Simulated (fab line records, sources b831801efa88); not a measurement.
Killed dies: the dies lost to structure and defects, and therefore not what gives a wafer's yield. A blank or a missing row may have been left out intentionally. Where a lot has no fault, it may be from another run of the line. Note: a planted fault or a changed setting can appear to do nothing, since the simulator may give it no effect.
One fault seen from 2 desks | flow sky130 | every desk sees just its own numbers, and what lay behind them comes last

METROLOGY DESK
Means of the sampled wafers that have a number, per lot and without regard to the tool the lot ran on: this is what the gauges read. If a lot's mean is further than 4 standard deviations from the usual mean, the lot is out of limits and carries the mark OUT (the distance appears in the brackets).
Columns: A = LDD_HVP_TW at SKY_LDD_HVP_TW_MEAS_10, usual 458; B = LDD_LDN_OVL at SKY_LDD_LDN_OVL_MEAS_07, usual 0.5 nm
lot  | first seen here | A   | B
L431 | day 21 03:44    | 446 | 2.8
L438 | day 24 04:52    | 466 | 1.0
L449 | day 27 17:47    | 458 | 2.0
L451 | day 28 11:40    | 464 | 0.6
L453 | day 29 01:46    | 448 | -1.0
L454 | day 29 17:43    | 466 | 1.4
This desk's finding: nothing out of limits on any of the 6 lots.

AT THE TOOL OWNER'S DESK: implanter-03
The tool's own readings at SKY_LDD_LDN_IMPLANT_10, given as means over the sampled wafers that have a number, one for each lot that went through this tool. If a lot's mean is further than 4 standard deviations from the usual mean, the lot is out of limits and carries the mark OUT (the distance appears in the brackets).
Columns: A = beam-on-s at SKY_LDD_LDN_IMPLANT_10, usual 10.00 s; B = dose-ions-cm2 at SKY_LDD_LDN_IMPLANT_10, usual 1.25e+13; C = faraday-current-uA at SKY_LDD_LDN_IMPLANT_10, usual 70.5
lot  | first seen here | A     | B                          | C
L431 | day 22 10:27    | 10.20 | 1.25e+13                   | 69.3
L449 | day 28 22:17    | 9.98  | 7.58e+12 (-99 or more) OUT | 42.7 (-19) OUT
L451 | day 29 15:54    | 9.74  | 7.58e+12 (-99 or more) OUT | 43.9 (-18) OUT
This desk's verdict: out of limits on L449, L451, starting with L449 at day 28 22:17 (dose-ions-cm2 at SKY_LDD_LDN_IMPLANT_10). L431 stayed within limits.

PUT TOGETHER
The tool owner's desk could have raised an alarm at day 28 22:17, on L449, L451.
From the metrology desk's view, nothing was out of limits.
The metrology desk holds a record of L449, L451, inside its limits.
The lots listed all ran SKY_LDD_LDN_IMPLANT_10 on implanter-03.

WHAT WAS PUT IN BY THE SIMULATOR
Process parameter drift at SKY_LDD_LDN_IMPLANT_10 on implanter-03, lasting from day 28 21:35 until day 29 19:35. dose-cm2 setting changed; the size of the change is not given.
Lots struck among those shown: L449, L451.
Hours from the fault's start to each desk's first reading out of limits: the tool owner's desk, 1.
